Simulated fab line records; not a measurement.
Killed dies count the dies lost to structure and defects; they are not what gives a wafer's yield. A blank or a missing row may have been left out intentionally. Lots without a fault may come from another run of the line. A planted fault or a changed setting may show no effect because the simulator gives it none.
fab line records	flow sky130
[record] lots = 12	wafers = 36	last_day = 50
route steps=708 shown PWDE@53 SONOS_ONO@185 LDD_N@254 LOCAL_INTERCONNECT@398
lots untouched by any fault: they come from a run of this same line in which no faults occurred
start_h: hours from the record's opening day to when the first of the lot's shown wafers began	wait_h: how many hours have passed since the lot's step before this one	" same as the row above	L1.1+2: a single row standing in for several wafers	- no value present, or no start provided	* or withheld: withheld	< > ~ a bound
route shown NAME@n: a module of which the file shows steps, and the number in the route of the first	usual: mean/standard deviation of fault-free wafers	same: alike in all rows	chamber/n: place in a boat	sites: each site's reading	_std_site: standard deviation of those values	_edge_site: inner sites' mean taken away from outer sites' mean	radius_mm: how far each site lies from the wafer's centre	mask NAME#n: copy n	behind: the most recent tool/chamber to have shaped the wafer	hold: what put the lot on hold/how long, in hours/how the hold closed	device: names the non-switching transistor (n, p or np)	end of line: tests of these same wafers at the route's end	a step without rows: its recipe alone	killed: count of dies lost to structure and defects at first sort (not the wafer's yield)	map: shows each die of a wafer: x if killed, . if not, _ if none is there
set.NAME: the setting as run; set.NAME@STEP: as run at that earlier step	model.NAME: the simulator's own value behind a step, which no gauge read
a sample of lots followed through the steps of the route, with each step as a table and each wafer as a row
services: a tool's chamber out of use, with start hour (start_h, from the record's first day; less than 0 if before it), hours out, and reason
[[steps]]
[step SKY_PWDE_IMPLANT_08]
[recipe] species = B	energy_kev = 150	dose_cm2 = 3.6e+12	tilt_deg = withheld
[usual] dose_ions_cm2 = 3.601e+12/3.3e+09
lot.wafer	tool	chamber	start_h	wait_h	dose_ions_cm2
L289.2	implanter-02	0	66.34	0.0	3.601e+12
L289.4	"	0	"	"	3.604e+12
L289.5	"	0	"	"	3.603e+12
L290.1	implanter-03	0	71.53	0.0	3.603e+12
L290.2	"	0	"	"	3.604e+12
L290.3	"	0	"	"	3.6e+12
L291.1	implanter-03	0	77.71	0.0	3.598e+12
L291.2	"	0	"	"	3.606e+12
L291.6	"	0	"	"	3.61e+12
L292.2	implanter-02	0	84.15	0.0	3.601e+12
L292.4	"	0	"	"	3.604e+12
L292.6	"	0	"	"	3.602e+12
L293.2	implanter-04	0	93.10	0.0	3.602e+12
L293.5	"	0	"	"	3.603e+12
L293.6	"	0	"	"	3.601e+12
L294.1	implanter-04	0	95.91	0.0	3.603e+12
L294.3	"	0	"	"	3.601e+12
L294.6	"	0	"	"	3.601e+12
L295.1	implanter-02	0	102.01	0.0	3.598e+12
L295.4	"	0	"	"	3.602e+12
L295.5	"	0	"	"	3.601e+12
L303.1	implanter-04	0	150.48	0.0	3.669e+12
L303.4	"	0	"	"	3.668e+12
L303.5	"	0	"	"	3.662e+12
L306.2	implanter-04	0	166.14	0.0	3.671e+12
L306.3	"	0	"	"	3.667e+12
L306.6	"	0	"	"	3.669e+12
L307.1	implanter-02	0	172.56	0.0	3.603e+12
L307.3	"	0	"	"	3.601e+12
L307.4	"	0	"	"	3.599e+12
L308.1	implanter-02	0	177.78	0.0	3.602e+12
L308.4	"	0	"	"	3.604e+12
L308.5	"	0	"	"	3.603e+12
L310.3	implanter-03	0	188.16	0.1	3.593e+12
L310.4	"	0	"	"	3.602e+12
L310.6	"	0	"	"	3.603e+12
[step SKY_NWELL_RS_MEAS_31]
[recipe] thk_meas_gauge = four-point-probe
[usual] PWDE_RS = 5279/17
lot.wafer	tool	chamber	start_h	wait_h	PWDE_RS[ohm/sq]
L289.2	film_metro-03	-	101.75	0.1	5273
L289.4	"	-	"	"	5272
L289.5	"	-	"	"	5264
L290.1	film_metro-03	-	106.26	0.1	5299
L290.2	"	-	"	"	5299
L290.3	"	-	"	"	5279
L291.1	film_metro-04	-	113.21	0.1	5284
L291.2	"	-	"	"	5258
L291.6	"	-	"	"	5252
L292.2	film_metro-03	-	120.73	0.1	5258
L292.4	"	-	"	"	5283
L292.6	"	-	"	"	5251
L293.2	film_metro-02	-	130.28	0.1	5299
L293.5	"	-	"	"	5287
L293.6	"	-	"	"	5284
L294.1	film_metro-02	-	133.00	0.1	5254
L294.3	"	-	"	"	5273
L294.6	"	-	"	"	5292
L295.1	film_metro-03	-	141.23	0.1	5293
L295.4	"	-	"	"	5303
L295.5	"	-	"	"	5295
L303.1	film_metro-02	-	192.92	0.1	5206
L303.4	"	-	"	"	5196
L303.5	"	-	"	"	5205
L306.2	film_metro-02	-	210.24	0.1	5197
L306.3	"	-	"	"	5202
L306.6	"	-	"	"	5213
L307.1	film_metro-03	-	217.36	0.1	5312
L307.3	"	-	"	"	5313
L307.4	"	-	"	"	5289
L308.1	film_metro-02	-	223.27	0.1	5304
L308.4	"	-	"	"	5302
L308.5	"	-	"	"	5297
L310.3	film_metro-03	-	233.50	0.1	5250
L310.4	"	-	"	"	5271
L310.6	"	-	"	"	5247
[step SKY_SONOS_ONO_STRIP_17]
[recipe] chemistry = O2/N2	power_w = 1400	pressure_mtorr = 1500	platen_temp_c = withheld	o2_flow_sccm = 3000	n2_flow_sccm = 300	overash_fraction = 0.5
[usual] chamber_pressure_mTorr = 1500.2/1.3	drypump_motor_current_A = 5.6/0.46	oes_product_au = 0.709/0.0045	strip_time_to_endpoint_s = 14.11/0.042
lot.wafer	tool	chamber	start_h	wait_h	chamber_pressure_mTorr	drypump_motor_current_A	oes_product_au	rf_hours_counter_h	strip_time_to_endpoint_s
L289.2	plasma_asher-02	0	279.46	0.0	1499.8	5.2	0.705	47	14.11
L289.4	"	1	"	"	1502.3	5.2	0.702	-	14.06
L289.5	"	1	"	"	1500.2	5.2	0.711	-	14.04
L290.1	plasma_asher-01	0	285.30	0.0	1499.8	5.4	0.718	15	14.07
L290.2	"	1	"	"	1500.8	6.2	0.713	15	14.13
L290.3	"	0	"	"	1498.6	5.4	0.709	-	14.10
L291.1	plasma_asher-01	1	295.99	0.0	1500.2	6.2	0.712	16	14.13
L291.2	"	0	"	"	1497.3	5.4	0.712	16	14.16
L291.6	"	1	"	"	1500.2	6.2	0.705	-	14.11
L292.2	plasma_asher-01	0	308.30	0.0	1501.0	5.4	0.707	17	14.12
L292.4	"	1	"	"	1497.5	6.2	0.708	-	14.08
L292.6	"	1	"	"	1502.0	6.2	0.714	-	14.09
L293.2	plasma_asher-02	1	319.35	0.0	1501.3	5.2	0.713	52	14.16
L293.5	"	1	"	"	1501.1	5.2	0.715	-	14.13
L293.6	"	0	"	"	1500.8	5.1	0.703	-	14.17
L294.1	plasma_asher-02	1	323.80	0.0	1501.4	5.2	0.709	52	14.11
L294.3	"	1	"	"	1502.8	5.2	0.714	-	14.09
L294.6	"	0	"	"	1497.3	5.1	0.707	-	14.13
L295.1	plasma_asher-03	0	335.34	0.0	1502.1	6.3	0.712	63	14.09
L295.4	"	0	"	"	1500.6	6.3	0.715	-	14.07
L295.5	"	1	"	"	1498.3	5.9	0.707	-	14.07
L303.1	plasma_asher-02	0	429.94	0.0	1500.2	5.1	0.712	63	14.15
L303.4	"	1	"	"	1499.6	5.2	0.712	-	14.11
L303.5	"	1	"	"	1498.4	5.2	0.701	-	14.14
L306.2	plasma_asher-01	1	430.24	0.0	1502.2	6.2	0.709	29	14.14
L306.3	"	0	"	"	1500.5	5.4	0.710	-	14.07
L306.6	"	1	"	"	1500.2	6.2	0.710	-	14.12
L307.1	plasma_asher-02	1	435.51	0.0	1499.5	5.2	0.711	64	14.09
L307.3	"	1	"	"	1501.5	5.2	0.715	-	14.09
L307.4	"	0	"	"	1502.7	5.1	0.714	-	14.09
L308.1	plasma_asher-01	0	443.40	0.0	1501.1	5.4	0.707	30	14.08
L308.4	"	1	"	"	1500.1	6.2	0.718	-	14.12
L308.5	"	1	"	"	1499.7	6.2	0.720	-	14.10
L310.3	plasma_asher-01	0	457.55	0.0	1501.7	5.4	0.706	-	14.10
L310.4	"	1	"	"	1500.5	6.2	0.713	-	14.13
L310.6	"	0	"	"	1499.5	5.4	0.713	-	14.11
[step SKY_LDD_N_TW_MEAS_17]
[usual] LDD_N_TW = 2602/14
lot.wafer	tool	chamber	start_h	wait_h	LDD_N_TW
L289.2	film_metro-04	-	404.84	0.1	2612
L289.4	"	-	"	"	2598
L289.5	"	-	"	"	2607
L290.1	film_metro-02	-	410.66	0.1	2630
L290.2	"	-	"	"	2630
L290.3	"	-	"	"	2632
L291.1	film_metro-01	-	424.16	0.1	2609
L291.2	"	-	"	"	2613
L291.6	"	-	"	"	2601
L292.2	film_metro-02	-	433.22	0.1	2622
L292.4	"	-	"	"	2611
L292.6	"	-	"	"	2629
L293.2	film_metro-02	-	444.02	0.1	2627
L293.5	"	-	"	"	2620
L293.6	"	-	"	"	2615
L294.1	film_metro-04	-	451.86	0.1	2612
L294.3	"	-	"	"	2607
L294.6	"	-	"	"	2609
L295.1	film_metro-01	-	467.97	0.1	2590
L295.4	"	-	"	"	2590
L295.5	"	-	"	"	2615
L306.2	film_metro-04	-	562.72	0.1	2597
L306.3	"	-	"	"	2603
L306.6	"	-	"	"	2599
L303.1	film_metro-01	-	564.26	0.1	2588
L303.4	"	-	"	"	2587
L303.5	"	-	"	"	2598
L307.1	film_metro-01	-	569.11	0.1	2577
L307.3	"	-	"	"	2575
L307.4	"	-	"	"	2598
L308.1	film_metro-01	-	575.01	0.1	2587
L308.4	"	-	"	"	2579
L308.5	"	-	"	"	2578
L310.3	film_metro-04	-	586.88	0.1	2599
L310.4	"	-	"	"	2609
L310.6	"	-	"	"	2607
[step SKY_LOCAL_INTERCONNECT_CD_MEAS_11]
[recipe] target_cd_nm = 170
[usual] cd_nm = 169.6/1.5
lot.wafer	tool	chamber	start_h	wait_h	cd_nm
L289.2	cd_sem-01	-	708.34	-	168.5
L289.4	"	-	"	"	167.7
L289.5	"	-	"	"	170.0
L290.1	cd_sem-01	-	712.79	-	171.1
L290.2	"	-	"	"	171.5
L290.3	"	-	"	"	170.3
L291.1	cd_sem-01	-	722.04	-	172.3
L291.2	"	-	"	"	170.0
L291.6	"	-	"	"	171.5
L292.2	cd_sem-01	-	732.86	-	168.2
L292.4	"	-	"	"	169.6
L292.6	"	-	"	"	170.9
L293.2	cd_sem-02	-	742.59	-	170.8
L293.5	"	-	"	"	170.7
L293.6	"	-	"	"	168.8
L294.1	cd_sem-01	-	746.72	-	169.2
L294.3	"	-	"	"	167.1
L294.6	"	-	"	"	167.4
L295.1	cd_sem-01	-	763.39	-	168.8
L295.4	"	-	"	"	170.1
L295.5	"	-	"	"	170.5
L306.2	cd_sem-01	-	845.81	-	170.6
L306.3	"	-	"	"	170.4
L306.6	"	-	"	"	171.2
L303.1	cd_sem-01	-	849.04	-	170.4
L303.4	"	-	"	"	171.1
L303.5	"	-	"	"	169.6
L307.1	cd_sem-02	-	854.12	-	168.4
L307.3	"	-	"	"	169.7
L307.4	"	-	"	"	170.8
L308.1	cd_sem-02	-	855.39	-	167.8
L308.4	"	-	"	"	168.2
L308.5	"	-	"	"	166.5
L310.3	cd_sem-01	-	866.88	-	169.4
L310.4	"	-	"	"	168.4
L310.6	"	-	"	"	168.7
[[services]]
tool	chamber	start_h	hours	kind
plasma_asher-03	-	73.73	0.5	repair
implanter-03	-	74.91	1.4	repair
implanter-02	-	79.85	1.2	repair
implanter-02	-	108.66	1.7	repair
plasma_asher-01	-	108.75	9.0	pm
plasma_asher-01	0	108.75	9.0	vent_cycle
plasma_asher-01	1	108.75	9.0	vent_cycle
plasma_asher-01	0	117.75	-	clean
implanter-04	-	127.07	14.2	pm
implanter-03	-	163.73	3.8	pm
plasma_asher-01	-	201.45	14.6	pm
plasma_asher-02	-	238.85	1.7	repair
implanter-03	-	263.29	1.4	repair
implanter-02	-	264.97	0.7	repair
implanter-03	-	274.92	2.8	repair
plasma_asher-02	-	281.11	0.3	repair
plasma_asher-03	-	289.90	7.0	repair
plasma_asher-01	-	377.05	0.9	repair
implanter-04	-	416.39	3.6	repair
plasma_asher-03	-	421.25	9.0	pm
plasma_asher-01	-	437.47	4.3	pm
implanter-02	-	438.60	2.8	pm
plasma_asher-03	-	439.66	22.2	repair
implanter-04	-	448.31	5.4	repair
[[key]]
[first_sign] step = SKY_PWDE_IMPLANT_08	reading = dose_ions_cm2	direction = up	sigmas = 20	usual = *	struck = *
[effect] step = SKY_NWELL_RS_MEAS_31	reading = PWDE_RS	direction = down	sigmas = 4.5	usual = 5279	struck = 5203
met_at SKY_PWDE_IMPLANT_08
struck_lots L303,L306
tester_left_out L303,L306
not_acting_at SKY_SONOS_ONO_STRIP_17,SKY_LDD_N_TW_MEAS_17,SKY_LOCAL_INTERCONNECT_CD_MEAS_11
onset_between 95.91 150.48
[fault] kind = process_parameter_drift	tool = implanter-04	chamber = -	onset_h = 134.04	steps = SKY_PWDE_IMPLANT_08	channel = dose_cm2	offset = *	shape = step	end_h = 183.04	acts_in = *	stated = *
// tester_left_out: of these lots the tester's yield and bins aren't shown, on N5 and GAA mostly nor the transistor test; their killed dies are dies lost to structure and defects alone, not to doping, threshold or leakage, so they don't give the yield
